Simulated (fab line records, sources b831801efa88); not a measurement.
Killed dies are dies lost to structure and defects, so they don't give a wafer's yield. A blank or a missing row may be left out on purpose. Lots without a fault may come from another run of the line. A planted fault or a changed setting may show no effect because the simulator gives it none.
One fault seen from 2 desks | flow sky130 | each desk has only its own numbers; what lay behind them comes last

THE METROLOGY DESK
What the gauges read, lot by lot, whatever tool the lot ran on: means of the sampled wafers that have a number. A lot is out of limits, marked OUT, if its mean lies more than 4 standard deviations from the usual mean; the brackets give that distance.
Columns: A = LDD_P_OVL at SKY_LDD_P_OVL_MEAS_08, usual -0.8 nm; B = LDD_HVN_TW at SKY_LDD_HVN_TW_MEAS_10, usual 1445
lot  | first seen here | A    | B
L696 | day 19 03:46    | -2.1 | 1443
L701 | day 20 13:01    | -0.4 | 1441
L700 | day 20 16:25    | -2.2 | 1437
L703 | day 21 09:28    | -1.7 | 1445
L707 | day 23 03:43    | -0.6 | 1490 (+4.7) OUT
L709 | day 23 20:03    | -0.3 | 1486 (+4.3) OUT
L710 | day 24 07:22    | -0.3 | 1454
L711 | day 24 13:00    | -0.2 | 1438
L713 | day 25 07:16    | -3.0 | 1431
L714 | day 25 15:19    | -0.2 | 1446
L716 | day 26 09:03    | -1.5 | 1452
This desk's finding: out of limits on L707, L709; first on L707, day 24 10:05 (LDD_HVN_TW at SKY_LDD_HVN_TW_MEAS_10). In limits: L696, L701, L700, L703, L710, L711, L713, L714, L716.

THE TOOL OWNER'S DESK: implanter-01
The tool's own readings at SKY_LDD_HVN_IMPLANT_08: means of the sampled wafers that have a number, for each lot that ran on this tool. A lot is out of limits, marked OUT, if its mean lies more than 4 standard deviations from the usual mean; the brackets give that distance.
Columns: A = beam_energy_keV at SKY_LDD_HVN_IMPLANT_08, usual 59.998; B = beam_on_s at SKY_LDD_HVN_IMPLANT_08, usual 9.97 s
lot  | first seen here | A                        | B
L701 | day 21 18:59    | 60.014                   | 9.77
L700 | day 21 23:25    | 59.999                   | 9.86
L707 | day 24 09:52    | 67.756 (+99 or more) OUT | 9.88
L709 | day 25 02:04    | 67.746 (+99 or more) OUT | 10.09
This desk's finding: out of limits on L707, L709; first on L707, day 24 09:52 (beam_energy_keV at SKY_LDD_HVN_IMPLANT_08). In limits: L701, L700.

PUT TOGETHER
The tool owner's desk could have raised an alarm at day 24 09:52, on L707, L709.
The metrology desk could have raised an alarm at day 24 10:05, on L707, L709.
Of the lots named, all ran SKY_LDD_HVN_IMPLANT_08 on implanter-01.

WHAT THE SIMULATOR HAD PUT IN
Process parameter drift: implanter-01, from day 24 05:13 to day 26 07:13, at SKY_LDD_HVN_IMPLANT_08. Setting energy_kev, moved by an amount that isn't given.
Lots struck among those shown: L707, L709.
Hours from the fault's start to each desk's first reading out of limits: the tool owner's desk, 5; the metrology desk, 5.
